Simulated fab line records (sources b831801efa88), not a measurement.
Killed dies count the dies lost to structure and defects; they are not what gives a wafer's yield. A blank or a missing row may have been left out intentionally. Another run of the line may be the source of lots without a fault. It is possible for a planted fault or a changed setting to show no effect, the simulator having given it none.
A single fault, viewed from 2 desks -- flow gf180mcu -- only its own numbers are on each desk; what lay behind them is given at the end

## FROM THE METROLOGY DESK
What the gauges read for every lot (on any tool): the sampled wafers with a number, averaged. If a lot's mean is further than 4 standard deviations from the usual mean, the lot is out of limits and carries the mark OUT (the distance appears in the brackets).
Columns: A = V2_OVL at GF_V2_OVL_MEAS_15, usual 1 nm; B = V2_W_RS at GF_V2_RS_MEAS_24, usual 0.328 ohm/sq; C = V2_W_THK at GF_V2_THK_MEAS_25, usual 344 nm
lot,first seen here,A,B,C
L154,day 20 04:52,10,0.324,340
L155,day 20 08:46,-8,0.325,353
L156,day 21 01:34,0,0.323,351
L157,day 21 12:41,6,0.329,338
L160,day 22 12:58,2,0.310 (-4.9) OUT,365
L161,day 22 21:52,-2,0.311 (-4.7) OUT,364
L168,day 25 12:52,7,0.328,346
L171,day 26 12:40,8,0.325,348
L172,day 26 17:43,0,0.326,344
L173,day 27 01:22,4,0.330,337
L175,day 27 17:02,-2,0.328,341
L177,day 27 23:44,5,0.327,349
Finding of this desk: L160, L161 out of limits, first seen on L160 at day 22 13:55 (V2_W_RS at GF_V2_RS_MEAS_24). In limits: L154, L155, L156, L157, L168, L171, L172, L173, L175, L177.

## THE TOOL OWNER'S DESK: cvd w-01
The tool's own readings at GF_V2_CVD_23 (deposits W, target thk 350 nm, time 104.94 s): means of the sampled wafers that have a number, for each lot that ran on this tool. If a lot's mean is further than 4 standard deviations from the usual mean, the lot is out of limits and carries the mark OUT (the distance appears in the brackets).
Columns: A = chamber pressure Torr at GF_V2_CVD_23, usual 39.99 Torr; B = heater power w at GF_V2_CVD_23, usual 827 W
lot,first seen here,A,B
L155,day 20 09:35,40.06,883
L157,day 21 13:29,39.98,880
L160,day 22 13:47,44.85 (+57) OUT,886
L161,day 22 22:43,44.75 (+56) OUT,930
L171,day 26 13:28,40.12,950
L172,day 26 18:33,39.93,896
L175,day 27 17:50,40.02,932
L177,day 28 00:32,40.05,938
This desk's verdict: out of limits on L160, L161, starting with L160 at day 22 13:47 (chamber pressure Torr at GF_V2_CVD_23). In limits: L155, L157, L171, L172, L175, L177.

## PUT TOGETHER
The tool owner's desk could have raised an alarm at day 22 13:47, on L160, L161.
Metrology desk: alarm possible at day 22 13:55 on L160, L161.
All the named lots went through GF_V2_CVD_23 on cvd w-01.

## WHAT HAD BEEN PUT IN BY THE SIMULATOR
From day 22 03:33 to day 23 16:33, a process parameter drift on cvd w-01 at GF_V2_CVD_23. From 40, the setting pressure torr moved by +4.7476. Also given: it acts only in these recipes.
Lots struck among those shown: L160, L161.
Counting hours from when the fault started, the first reading out of limits came at 10 for the tool owner's desk and at 10 for the metrology desk.
